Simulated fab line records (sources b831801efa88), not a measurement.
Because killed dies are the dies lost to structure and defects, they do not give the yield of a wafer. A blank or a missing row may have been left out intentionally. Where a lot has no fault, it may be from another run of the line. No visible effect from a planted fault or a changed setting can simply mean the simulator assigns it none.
A single fault, viewed from 2 desks | flow sfqLine | only its own numbers are on each desk; what lay behind them is given at the end

METROLOGY DESK
What the gauges read for every lot (on any tool): the sampled wafers with a number, averaged. A lot is out of limits, marked OUT, if its mean lies more than 4 standard deviations from the usual mean; the brackets give that distance.
Columns: A = JJ_NB_RS at SFQ_JJ_RS_MEAS_929, usual 1.046 ohm/sq
lot  | first seen here | A
L814 | day 40 00:07    | 1.053
L815 | day 40 14:40    | 1.052
L816 | day 45 01:07    | 1.050
L818 | day 45 07:17    | 1.033
L820 | day 46 02:21    | 1.045
L822 | day 51 19:22    | 1.045
L823 | day 52 23:37    | 1.040
L824 | day 53 01:13    | 0.922 (-11) OUT
L825 | day 53 07:56    | 0.914 (-12) OUT
L829 | day 57 13:54    | 1.043
L832 | day 58 05:10    | 1.042
L834 | day 64 17:50    | 1.058
L835 | day 65 06:38    | 1.059
L837 | day 65 21:01    | 1.046
This desk finds L824, L825 out of limits, with the earliest case on L824 at day 53 01:13 (JJ_NB_RS at SFQ_JJ_RS_MEAS_929). In limits: L814, L815, L816, L818, L820, L822, L823, L829, L832, L834, L835, L837.

AT THE TOOL OWNER'S DESK: pvdSputter-06
The tool's own readings at SFQ_TRILAYER_JJ_TRILAYER_DEP_SPUTTER_112 (material Nb, target thk 170 nm, time 113.3 s): means of the sampled wafers that have a number, for each lot that ran on this tool. A lot is out of limits, marked OUT, if its mean lies more than 4 standard deviations from the usual mean; the brackets give that distance.
Columns: A = basePressurePa at SFQ_TRILAYER_JJ_TRILAYER_DEP_SPUTTER_112, usual 1.33e-06 Pa; B = cathodeDcPowerW at SFQ_TRILAYER_JJ_TRILAYER_DEP_SPUTTER_112, usual 2000.0 W; C = throttleValvePct at SFQ_TRILAYER_JJ_TRILAYER_DEP_SPUTTER_112, usual 29.7 %
lot  | first seen here | A        | B                        | C
L815 | day 40 14:35    | 1.34e-06 | 1999.7                   | 30.1
L816 | day 45 01:02    | 1.22e-06 | 2000.0                   | 29.2
L820 | day 46 02:14    | 1.33e-06 | 2000.0                   | 30.0
L822 | day 51 19:16    | 1.32e-06 | 2000.0                   | 28.7
L824 | day 53 01:07    | 1.28e-06 | 2275.1 (+99 or more) OUT | 29.0
L825 | day 53 07:47    | 1.34e-06 | 2274.9 (+99 or more) OUT | 28.5
L829 | day 57 13:49    | 1.36e-06 | 1999.9                   | 29.8
This desk finds L824, L825 out of limits, L824 being first, at day 53 01:07 (cathodeDcPowerW at SFQ_TRILAYER_JJ_TRILAYER_DEP_SPUTTER_112). In limits: L815, L816, L820, L822, L829.

PUT TOGETHER
The tool owner's desk could have raised an alarm at day 53 01:07, on L824, L825.
L824, L825 would have let the metrology desk raise an alarm at day 53 01:13.
Of the lots named, all ran SFQ_TRILAYER_JJ_TRILAYER_DEP_SPUTTER_112 on pvdSputter-06.

WHAT THE SIMULATOR HAD INSERTED
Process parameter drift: pvdSputter-06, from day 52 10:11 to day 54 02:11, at SFQ_TRILAYER_JJ_TRILAYER_DEP_SPUTTER_112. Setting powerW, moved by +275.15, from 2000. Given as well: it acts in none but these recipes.
Lots struck among those shown: L824, L825.
Time in hours from fault onset to the first out-of-limits reading at each desk: tool owner's desk 15, metrology desk 15.
